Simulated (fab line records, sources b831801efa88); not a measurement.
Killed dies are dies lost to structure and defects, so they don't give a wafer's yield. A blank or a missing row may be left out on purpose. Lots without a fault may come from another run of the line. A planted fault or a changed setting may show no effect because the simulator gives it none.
fab line records | flow sky130
record lots=24 wafers=72 last_day=50
route steps=708 shown VT_ADJUST_LVTN@117 LDD_LDN@301 CONTACT@429 METAL1@434 VIA3@595
lots that met no fault: from a run of the same line without faults
start_h: hours from the record's first day to the start of the lot's first wafer shown | wait_h: hours since the lot's step before | " the same as in the row above | L1.1+2: a row that stands for several wafers | - no value, or no start given | * or withheld: withheld | < > ~ a bound
route shown NAME@n: a module of which the file shows steps, and the number in the route of the first | usual: mean/standard deviation of fault-free wafers | same: alike in all rows | chamber/n: place in a boat | sites: the reading at each site | _std_site: their standard deviation | _edge_site: outer sites' mean less inner sites' | radius_mm: how far each site lies from the wafer's centre | mask NAME#n: copy n | behind: the tool/chamber that last shaped the wafer | hold: why the lot was held/for how many hours/how that ended | device: the transistor (n, p or np) that didn't switch | end of line: the same wafers' tests at the end of the route | a step without rows: its recipe alone | killed: dies lost to structure and defects at the first sort, not the wafer's yield | map: a wafer's dies, x killed, . not, _ none there
set.NAME: the setting as run; set.NAME@STEP: as run at that earlier step | model.NAME: the simulator's own value behind a step, which no gauge read
steps of the route over a sample of lots; a table a step, a row a wafer
services: from which hour (start_h, from the record's first day; less than 0 if before it) a tool's chamber was out of use, for how many hours, and why
## steps
# step SKY_VT_ADJUST_LVTN_STRIP_20
# recipe chemistry=O2/N2 power_w=1400 pressure_mtorr=1500 platen_temp_c=withheld o2_flow_sccm=3000 n2_flow_sccm=300 overash_fraction=0.5
# usual drypump_motor_current_A=6.1/0.35 oes_product_au=0.716/0.0046 strip_time_to_endpoint_s=14.18/0.032
# columns lot.wafer tool chamber start_h wait_h drypump_motor_current_A oes_product_au rf_hours_counter_h strip_time_to_endpoint_s
L074.1 plasma_asher-02 1 161.79 0.1 5.7 0.722 35 14.18
L074.3 " 0 " " 5.6 0.711 - 14.19
L074.4 " 1 " " 5.8 0.709 - 14.17
L075.4 plasma_asher-04 0 167.81 0.1 6.4 0.718 - 14.20
L075.5 " 1 " " 6.2 0.721 - 14.17
L075.6 " 0 " " 6.5 0.715 - 14.21
L076.3 plasma_asher-04 0 178.72 0.1 6.4 0.712 - 14.20
L076.5 " 0 " " 6.4 0.720 - 14.21
L076.6 " 1 " " 6.2 0.713 - 14.19
L077.1 plasma_asher-02 1 180.42 0.1 5.8 0.711 37 14.20
L077.5 " 1 " " 5.8 0.711 - 14.17
L077.6 " 0 " " 5.6 0.713 - 14.23
L078.2 plasma_asher-04 1 190.62 0.1 6.2 0.712 48 14.17
L078.3 " 1 " " 6.2 0.715 - 14.21
L078.5 " 0 " " 6.4 0.715 - 14.20
L079.1 plasma_asher-04 0 194.32 0.1 6.5 0.725 48 14.20
L079.2 " 1 " " 6.2 0.711 48 14.20
L079.6 " 0 " " 6.5 0.718 - 14.20
L080.1 plasma_asher-03 0 200.62 0.1 5.7 0.703 8 14.23
L080.3 " 0 " " 5.8 0.722 - 14.23
L080.4 " 1 " " 5.5 0.718 - 14.26
L081.1 plasma_asher-04 0 209.19 0.1 6.5 0.713 50 14.17
L081.3 " 0 " " 6.5 0.717 - 14.23
L081.4 " 1 " " 6.2 0.717 - 14.20
L082.3 plasma_asher-04 1 219.31 0.1 6.2 0.715 - 14.14
L082.5 " 1 " " 6.2 0.709 - 14.15
L082.6 " 0 " " 6.5 0.724 - 14.13
L083.2 plasma_asher-02 1 234.77 0.1 5.8 0.723 42 14.11
L083.3 " 0 " " 5.6 0.713 - 14.14
L083.4 " 1 " " 5.8 0.721 - 14.15
L085.2 plasma_asher-03 1 236.02 0.1 5.4 0.716 12 14.20
L085.3 " 1 " " 5.5 0.716 - 14.19
L085.4 " 0 " " 5.8 0.718 - 14.22
L084.2 plasma_asher-04 0 236.97 0.1 6.5 0.723 52 14.12
L084.4 " 1 " " 6.2 0.711 - 14.19
L084.5 " 1 " " 6.2 0.725 - 14.18
L086.2 plasma_asher-04 0 238.39 0.1 6.5 0.710 53 14.19
L086.4 " 1 " " 6.2 0.722 - 14.21
L086.5 " 1 " " 6.2 0.725 - 14.20
L087.1 plasma_asher-04 0 252.72 0.1 6.5 0.706 54 14.18
L087.3 " 0 " " 6.5 0.726 - 14.15
L087.5 " 0 " " 6.5 0.715 - 14.10
L088.3 plasma_asher-02 1 260.51 0.1 5.8 0.711 - 14.20
L088.4 " 0 " " 5.6 0.711 - 14.21
L088.5 " 1 " " 5.8 0.714 - 14.21
L089.1 plasma_asher-03 0 261.42 0.1 5.8 0.716 14 14.15
L089.2 " 1 " " 5.5 0.715 14 14.17
L089.4 " 1 " " 5.5 0.714 - 14.19
L090.2 plasma_asher-03 1 268.17 0.1 5.5 0.721 15 14.17
L090.3 " 1 " " 5.5 0.717 - 14.16
L090.6 " 1 " " 5.5 0.713 - 14.11
L091.1 plasma_asher-04 0 284.42 0.1 6.4 0.720 57 14.13
L091.4 " 0 " " 6.4 0.710 - 14.16
L091.5 " 0 " " 6.4 0.724 - 14.18
L092.3 plasma_asher-04 1 284.75 0.1 6.2 0.712 - 14.22
L092.4 " 0 " " 6.5 0.720 - 14.20
L092.5 " 1 " " 6.2 0.714 - 14.22
L093.1 plasma_asher-04 0 289.42 0.1 6.5 0.717 57 14.22
L093.2 " 1 " " 6.2 0.711 57 14.19
L093.5 " 1 " " 6.2 0.712 - 14.17
L094.1 plasma_asher-04 1 297.67 0.1 6.2 0.723 58 14.16
L094.5 " 0 " " 6.5 0.721 - 14.22
L094.6 " 1 " " 6.2 0.722 - 14.18
L095.1 plasma_asher-03 0 303.64 0.1 5.8 0.709 18 14.20
L095.3 " 0 " " 5.7 0.716 - 14.19
L095.4 " 1 " " 5.5 0.714 - 14.23
L096.1 plasma_asher-04 1 313.52 0.1 6.2 0.714 60 14.21
L096.2 " 0 " " 6.5 0.725 60 14.16
L096.5 " 0 " " 6.5 0.714 - 14.16
L097.2 plasma_asher-04 1 319.67 0.1 6.2 0.710 61 14.13
L097.4 " 0 " " 6.5 0.713 - 14.19
L097.6 " 0 " " 6.5 0.714 - 14.16
# step SKY_VT_ADJUST_LVTN_TW_MEAS_21
# usual VT_ADJUST_LVTN_2_TW=186.9/2
# columns lot.wafer tool chamber start_h wait_h VT_ADJUST_LVTN_2_TW
L074.1 film_metro-01 - 161.89 0.1 189.8
L074.3 " - " " 190.3
L074.4 " - " " 191.0
L075.4 film_metro-03 - 167.90 0.1 185.9
L075.5 " - " " 185.7
L075.6 " - " " 186.9
L076.3 film_metro-03 - 178.81 0.1 184.0
L076.5 " - " " 185.3
L076.6 " - " " 185.5
L077.1 film_metro-01 - 180.52 0.1 188.9
L077.5 " - " " 188.7
L077.6 " - " " 188.5
L078.2 film_metro-01 - 190.73 0.1 189.7
L078.3 " - " " 189.8
L078.5 " - " " 189.1
L079.1 film_metro-04 - 194.42 0.1 187.9
L079.2 " - " " 187.5
L079.6 " - " " 188.3
L080.1 film_metro-03 - 200.72 0.1 186.4
L080.3 " - " " 186.6
L080.4 " - " " 186.4
L081.1 film_metro-01 - 209.29 0.1 189.6
L081.3 " - " " 190.0
L081.4 " - " " 190.5
L082.3 film_metro-01 - 219.39 0.1 188.4
L082.5 " - " " 188.1
L082.6 " - " " 188.3
L083.2 film_metro-03 - 234.88 0.1 183.4
L083.3 " - " " 184.0
L083.4 " - " " 184.5
L085.2 film_metro-04 - 236.13 0.1 188.6
L085.3 " - " " 189.2
L085.4 " - " " 188.1
L084.2 film_metro-04 - 237.08 0.1 187.8
L084.4 " - " " 188.5
L084.5 " - " " 188.8
L086.2 film_metro-03 - 238.50 0.1 183.4
L086.4 " - " " 184.6
L086.5 " - " " 183.9
L087.1 film_metro-01 - 252.82 0.1 189.1
L087.3 " - " " 188.7
L087.5 " - " " 188.0
L088.3 film_metro-03 - 260.59 0.1 184.2
L088.4 " - " " 186.1
L088.5 " - " " 186.2
L089.1 film_metro-04 - 261.52 0.1 187.5
L089.2 " - " " 186.8
L089.4 " - " " 187.4
L090.2 film_metro-03 - 268.28 0.1 184.3
L090.3 " - " " 184.4
L090.6 " - " " 183.5
L091.1 film_metro-04 - 284.52 0.1 186.4
L091.4 " - " " 186.9
L091.5 " - " " 186.5
L092.3 film_metro-03 - 284.84 0.1 183.5
L092.4 " - " " 183.6
L092.5 " - " " 183.3
L093.1 film_metro-01 - 289.52 0.1 188.9
L093.2 " - " " 187.6
L093.5 " - " " 188.3
L094.1 film_metro-03 - 297.77 0.1 186.0
L094.5 " - " " 185.4
L094.6 " - " " 186.2
L095.1 film_metro-04 - 303.74 0.1 188.0
L095.3 " - " " 188.7
L095.4 " - " " 188.9
L096.1 film_metro-03 - 313.62 0.1 185.4
L096.2 " - " " 184.7
L096.5 " - " " 184.3
L097.2 film_metro-01 - 319.78 0.1 188.1
L097.4 " - " " 188.2
L097.6 " - " " 187.9
# step SKY_LDD_LDN_STRIP_12
# recipe chemistry=O2/N2 power_w=1400 pressure_mtorr=1500 platen_temp_c=withheld o2_flow_sccm=3000 n2_flow_sccm=300 overash_fraction=0.5
# usual drypump_motor_current_A=5.9/0.35 oes_product_au=0.716/0.0045 strip_time_to_endpoint_s=14.20/0.035
# columns lot.wafer tool chamber start_h wait_h drypump_motor_current_A oes_product_au rf_hours_counter_h strip_time_to_endpoint_s
L074.1 plasma_asher-02 0 523.30 0.1 5.6 0.718 66 14.20
L074.3 " 0 " " 5.6 0.712 - 14.22
L074.4 " 1 " " 5.8 0.715 - 14.25
L075.4 plasma_asher-03 1 528.13 0.1 5.5 0.711 - 14.19
L075.5 " 0 " " 5.7 0.707 - 14.19
L075.6 " 1 " " 5.5 0.712 - 14.20
L076.3 plasma_asher-04 0 545.75 0.1 6.5 0.720 - 14.23
L076.5 " 1 " " 6.2 0.713 - 14.21
L076.6 " 0 " " 6.5 0.719 - 14.23
L077.1 plasma_asher-04 1 550.52 0.1 6.2 0.727 13 14.20
L077.5 " 1 " " 6.2 0.717 - 14.23
L077.6 " 0 " " 6.5 0.724 - 14.27
L078.2 plasma_asher-04 1 574.22 0.1 6.2 0.715 15 14.28
L078.3 " 1 " " 6.2 0.714 - 14.23
L078.5 " 1 " " 6.2 0.710 - 14.27
L079.1 plasma_asher-03 1 574.40 0.1 5.4 0.710 48 14.17
L079.2 " 0 " " 5.7 0.713 48 14.20
L079.6 " 0 " " 5.7 0.717 - 14.16
L080.1 plasma_asher-03 1 581.75 0.1 5.5 0.722 48 14.21
L080.3 " 0 " " 5.7 0.714 - 14.15
L080.4 " 1 " " 5.5 0.712 - 14.18
L081.1 plasma_asher-03 1 588.92 0.1 5.5 0.714 49 14.18
L081.3 " 1 " " 5.5 0.712 - 14.17
L081.4 " 0 " " 5.8 0.715 - 14.19
L082.3 plasma_asher-04 1 600.05 0.1 6.2 0.721 - 14.20
L082.5 " 1 " " 6.2 0.724 - 14.20
L082.6 " 0 " " 6.4 0.719 - 14.19
L083.2 plasma_asher-02 1 614.77 0.1 5.8 0.715 75 14.11
L083.3 " 0 " " 5.6 0.723 - 14.20
L083.4 " 1 " " 5.8 0.717 - 14.18
L085.2 plasma_asher-02 0 619.05 0.1 5.6 0.715 76 14.22
L085.3 " 1 " " 5.8 0.716 - 14.25
L085.4 " 0 " " 5.7 0.716 - 14.20
L084.2 plasma_asher-02 0 622.27 0.1 5.6 0.721 76 14.22
L084.4 " 1 " " 5.8 0.718 - 14.24
L084.5 " 0 " " 5.6 0.714 - 14.21
L086.2 plasma_asher-03 0 625.67 0.1 5.8 0.705 53 14.17
L086.4 " 1 " " 5.5 0.717 - 14.20
L086.5 " 1 " " 5.5 0.720 - 14.18
L087.1 plasma_asher-02 1 638.99 0.1 5.8 0.716 78 14.18
L087.3 " 0 " " 5.6 0.715 - 14.16
L087.5 " 1 " " 5.8 0.715 - 14.19
L088.3 plasma_asher-04 0 649.48 0.1 6.4 0.719 - 14.20
L088.4 " 1 " " 6.2 0.719 - 14.21
L088.5 " 1 " " 6.2 0.716 - 14.20
L089.1 plasma_asher-04 0 661.40 0.1 6.5 0.722 23 14.16
L089.2 " 1 " " 6.2 0.716 23 14.19
L089.4 " 1 " " 6.2 0.723 - 14.13
L090.2 plasma_asher-04 0 665.52 0.1 6.4 0.710 24 14.23
L090.3 " 0 " " 6.5 0.710 - 14.24
L090.6 " 1 " " 6.2 0.710 - 14.20
L091.1 plasma_asher-04 1 673.37 0.1 6.2 0.718 25 14.17
L091.4 " 0 " " 6.4 0.713 - 14.16
L091.5 " 0 " " 6.5 0.714 - 14.13
L092.3 plasma_asher-03 1 680.98 0.1 5.5 0.711 - 14.22
L092.4 " 0 " " 5.8 0.711 - 14.18
L092.5 " 0 " " 5.7 0.712 - 14.16
L093.1 plasma_asher-02 1 683.40 0.1 5.7 0.717 82 14.17
L093.2 " 0 " " 5.6 0.713 82 14.21
L093.5 " 1 " " 5.8 0.717 - 14.20
L094.1 plasma_asher-04 1 687.82 0.1 6.2 0.716 26 14.21
L094.5 " 0 " " 6.5 0.709 - 14.22
L094.6 " 1 " " 6.2 0.718 - 14.22
L095.1 plasma_asher-02 0 693.80 0.1 5.6 0.722 83 14.13
L095.3 " 0 " " 5.6 0.711 - 14.17
L095.4 " 1 " " 5.8 0.717 - 14.17
L096.1 plasma_asher-02 0 707.35 0.1 5.6 0.718 84 14.21
L096.2 " 1 " " 5.8 0.723 84 14.24
L096.5 " 1 " " 5.7 0.708 - 14.25
L097.2 plasma_asher-03 1 722.70 0.1 5.5 0.725 62 14.30
L097.4 " 0 " " 5.7 0.723 - 14.26
L097.6 " 0 " " 5.7 0.719 - 14.25
# step SKY_CONTACT_SPUTTER_23
# recipe material=TiN target_thk_nm=20 chamber_pressure_pa=5 power_w=4056 time_s=80
# usual throttle_valve_pct=30.2/1.1
# columns lot.wafer tool chamber start_h wait_h throttle_valve_pct
L074.1 pvd_sputter-03 - 731.47 0.0 31.5
L074.3 " - " " 29.8
L074.4 " - " " 31.2
L075.4 pvd_sputter-03 - 735.93 0.0 31.1
L075.5 " - " " 29.8
L075.6 " - " " 29.8
L076.3 pvd_sputter-04 - 754.40 0.0 29.6
L076.5 " - " " 28.6
L076.6 " - " " 30.1
L077.1 pvd_sputter-03 - 756.82 0.0 29.6
L077.5 " - " " 29.7
L077.6 " - " " 29.8
L078.2 pvd_sputter-04 - 778.18 0.0 30.3
L078.3 " - " " 29.6
L078.5 " - " " 28.9
L079.1 pvd_sputter-03 - 781.27 0.0 31.1
L079.2 " - " " 31.6
L079.6 " - " " 29.6
L080.1 pvd_sputter-03 - 784.77 0.0 29.5
L080.3 " - " " 31.4
L080.4 " - " " 31.1
L081.1 pvd_sputter-01 - 791.08 0.0 28.9
L081.3 " - " " 31.4
L081.4 " - " " 30.1
L082.3 pvd_sputter-01 - 804.96 0.0 31.2
L082.5 " - " " 31.4
L082.6 " - " " 30.4
L083.2 pvd_sputter-04 - 816.73 0.0 30.3
L083.3 " - " " 28.7
L083.4 " - " " 29.6
L085.2 pvd_sputter-03 - 824.23 0.0 31.3
L085.3 " - " " 29.5
L085.4 " - " " 31.4
L084.2 pvd_sputter-03 - 825.21 0.0 31.4
L084.4 " - " " 29.4
L084.5 " - " " 29.7
L086.2 pvd_sputter-04 - 825.48 0.0 29.5
L086.4 " - " " 30.6
L086.5 " - " " 29.8
L087.1 pvd_sputter-04 - 842.50 0.0 29.0
L087.3 " - " " 30.3
L087.5 " - " " 29.0
L088.3 pvd_sputter-01 - 850.26 0.0 30.3
L088.4 " - " " 32.4
L088.5 " - " " 28.6
L089.1 pvd_sputter-01 - 857.97 0.0 31.4
L089.2 " - " " 28.5
L089.4 " - " " 32.8
L090.2 pvd_sputter-03 - 863.72 0.0 31.8
L090.3 " - " " 29.5
L090.6 " - " " 29.6
L091.1 pvd_sputter-04 - 870.82 0.0 29.4
L091.4 " - " " 29.7
L091.5 " - " " 30.7
L092.3 pvd_sputter-03 - 876.33 0.0 29.7
L092.4 " - " " 31.4
L092.5 " - " " 29.6
L093.1 pvd_sputter-04 - 879.67 0.0 29.0
L093.2 " - " " 29.6
L093.5 " - " " 29.7
L094.1 pvd_sputter-01 - 882.07 0.0 30.3
L094.5 " - " " 30.3
L094.6 " - " " 31.6
L095.1 pvd_sputter-01 - 888.72 0.0 30.2
L095.3 " - " " 32.7
L095.4 " - " " 31.3
L096.1 pvd_sputter-04 - 901.28 0.0 30.3
L096.2 " - " " 28.8
L096.5 " - " " 28.8
L097.2 pvd_sputter-04 - 916.47 0.0 30.5
L097.4 " - " " 29.8
L097.6 " - " " 29.7
# step SKY_METAL1_SPUTTER_00
# recipe material=Ti target_thk_nm=15 power_w=3000 time_s=10 chamber_pressure_pa=0.4
# usual throttle_valve_pct=30.5/1.2
# columns lot.wafer tool chamber start_h wait_h throttle_valve_pct
L074.1 pvd_sputter-03 - 732.12 0.1 31.5
L074.3 " - " " 29.5
L074.4 " - " " 31.6
L075.4 pvd_sputter-01 - 736.58 0.2 28.7
L075.5 " - " " 32.6
L075.6 " - " " 28.6
L076.3 pvd_sputter-02 - 755.06 0.1 30.0
L076.5 " - " " 28.6
L076.6 " - " " 29.8
L077.1 pvd_sputter-01 - 757.47 0.1 32.6
L077.5 " - " " 30.1
L077.6 " - " " 31.4
L078.2 pvd_sputter-01 - 778.92 0.2 30.1
L078.3 " - " " 32.3
L078.5 " - " " 28.9
L079.1 pvd_sputter-02 - 781.92 0.1 30.2
L079.2 " - " " 31.2
L079.6 " - " " 28.7
L080.1 pvd_sputter-02 - 785.42 0.1 30.3
L080.3 " - " " 28.5
L080.4 " - " " 31.2
L081.1 pvd_sputter-03 - 791.73 0.2 31.5
L081.3 " - " " 29.6
L081.4 " - " " 31.6
L082.3 pvd_sputter-02 - 805.61 0.2 30.0
L082.5 " - " " 31.5
L082.6 " - " " 31.6
L083.2 pvd_sputter-03 - 817.59 0.2 29.5
L083.3 " - " " 29.5
L083.4 " - " " 31.1
L085.2 pvd_sputter-02 - 825.42 0.2 30.1
L085.3 " - " " 31.4
L085.4 " - " " 31.2
L084.2 pvd_sputter-01 - 826.02 0.1 32.5
L084.4 " - " " 28.6
L084.5 " - " " 31.4
L086.2 pvd_sputter-02 - 826.32 0.2 28.5
L086.4 " - " " 31.4
L086.5 " - " " 31.2
L087.1 pvd_sputter-02 - 843.16 0.2 28.5
L087.3 " - " " 31.4
L087.5 " - " " 30.0
L088.3 pvd_sputter-02 - 850.91 0.1 29.9
L088.4 " - " " 28.6
L088.5 " - " " 31.3
L089.1 pvd_sputter-03 - 858.62 0.2 31.2
L089.2 " - " " 29.5
L089.4 " - " " 31.2
L090.2 pvd_sputter-02 - 864.37 0.2 31.4
L090.3 " - " " 28.7
L090.6 " - " " 31.2
L091.1 pvd_sputter-02 - 871.47 0.2 28.3
L091.4 " - " " 31.4
L091.5 " - " " 31.3
L092.3 pvd_sputter-02 - 876.99 0.2 30.0
L092.4 " - " " 28.5
L092.5 " - " " 30.2
L093.1 pvd_sputter-01 - 880.33 0.2 32.8
L093.2 " - " " 31.4
L093.5 " - " " 31.3
L094.1 pvd_sputter-02 - 882.73 0.1 28.5
L094.5 " - " " 28.4
L094.6 " - " " 29.7
L095.1 pvd_sputter-02 - 889.37 0.2 31.5
L095.3 " - " " 28.6
L095.4 " - " " 29.9
L096.1 pvd_sputter-02 - 901.93 0.2 28.6
L096.2 " - " " 31.0
L096.5 " - " " 28.5
L097.2 pvd_sputter-01 - 917.12 0.1 32.7
L097.4 " - " " 31.5
L097.6 " - " " 31.3
# step SKY_VIA3_RS_MEAS_22
# recipe thk_meas_gauge=four-point-probe reads=W_of_VIA3_CVD_21+TiN_of_VIA3_SPUTTER_20
# usual VIA3_W_RS=0.296/0.0043
# columns lot.wafer tool chamber start_h wait_h VIA3_W_RS[ohm/sq]
L074.1 film_metro-03 - 926.97 0.1 0.287
L074.3 " - " " 0.296
L074.4 " - " " 0.291
L075.4 film_metro-02 - 928.19 0.1 0.295
L075.5 " - " " 0.298
L075.6 " - " " 0.304
L076.3 film_metro-03 - 946.25 0.1 0.298
L076.5 " - " " 0.290
L076.6 " - " " 0.295
L077.1 film_metro-03 - 949.05 0.1 0.294
L077.5 " - " " 0.294
L077.6 " - " " 0.294
L078.2 film_metro-03 - 968.52 0.1 0.296
L078.3 " - " " 0.291
L078.5 " - " " 0.297
L079.1 film_metro-03 - 969.97 0.1 0.297
L079.2 " - " " 0.293
L079.6 " - " " 0.296
L080.1 film_metro-03 - 974.17 0.1 0.297
L080.3 " - " " 0.297
L080.4 " - " " 0.296
L081.1 film_metro-02 - 979.08 0.2 0.299
L081.3 " - " " 0.297
L081.4 " - " " 0.296
L082.3 film_metro-04 - 989.17 0.1 0.301
L082.5 " - " " 0.287
L082.6 " - " " 0.295
L083.2 film_metro-03 - 1002.83 0.1 0.298
L083.3 " - " " 0.297
L083.4 " - " " 0.299
L085.2 film_metro-03 - 1009.11 0.1 0.303
L085.3 " - " " 0.301
L085.4 " - " " 0.300
L084.2 film_metro-02 - 1010.34 0.1 0.302
L084.4 " - " " 0.303
L084.5 " - " " 0.298
L086.2 film_metro-04 - 1010.49 0.1 0.295
L086.4 " - " " 0.296
L086.5 " - " " 0.298
L087.1 film_metro-02 - 1025.22 0.1 0.304
L087.3 " - " " 0.302
L087.5 " - " " 0.302
L088.3 film_metro-03 - 1031.56 0.1 0.293
L088.4 " - " " 0.298
L088.5 " - " " 0.294
L089.1 film_metro-04 - 1037.26 0.1 0.295
L089.2 " - " " 0.299
L089.4 " - " " 0.297
L090.2 film_metro-02 - 1043.31 0.1 0.300
L090.3 " - " " 0.301
L090.6 " - " " 0.301
L091.1 film_metro-02 - 1049.47 0.1 0.300
L091.4 " - " " 0.294
L091.5 " - " " 0.290
L092.3 film_metro-04 - 1054.39 0.1 0.296
L092.4 " - " " 0.291
L092.5 " - " " 0.294
L093.1 film_metro-03 - 1057.23 0.1 0.294
L093.2 " - " " 0.289
L093.5 " - " " 0.296
L094.1 film_metro-02 - 1059.94 0.1 0.299
L094.5 " - " " 0.292
L094.6 " - " " 0.297
L095.1 film_metro-03 - 1062.92 0.1 0.296
L095.3 " - " " 0.298
L095.4 " - " " 0.297
L096.1 film_metro-03 - 1074.62 0.1 0.291
L096.2 " - " " 0.294
L096.5 " - " " 0.287
L097.2 film_metro-04 - 1086.55 0.1 0.290
L097.4 " - " " 0.300
L097.6 " - " " 0.288
## services
# columns tool chamber start_h hours kind
plasma_asher-02 - 301.22 18.8 pm
plasma_asher-02 - 320.17 10.7 repair
pvd_sputter-03 - 337.44 2.3 repair
pvd_sputter-02 - 342.25 4.4 repair
pvd_sputter-03 - 365.00 0.6 repair
pvd_sputter-01 - 365.52 0.5 repair
plasma_asher-02 - 397.05 15.6 pm
plasma_asher-02 - 412.65 2.8 pm
plasma_asher-04 - 421.32 9.0 pm
pvd_sputter-02 - 426.57 2.7 repair
pvd_sputter-01 - 456.76 1.4 repair
plasma_asher-02 - 509.61 1.2 repair
pvd_sputter-02 - 521.23 6.1 repair
pvd_sputter-02 - 535.56 4.0 repair
pvd_sputter-02 - 586.88 2.8 repair
plasma_asher-04 - 729.52 6.2 repair
plasma_asher-04 - 731.12 1.5 repair
pvd_sputter-03 - 739.85 7.9 repair
pvd_sputter-02 - 745.38 4.1 repair
plasma_asher-04 - 759.80 0.3 repair
plasma_asher-03 - 794.89 1.0 repair
pvd_sputter-03 - 796.67 6.1 repair
pvd_sputter-03 - 900.76 2.5 repair
pvd_sputter-02 - 914.11 4.6 repair
## key
fault none
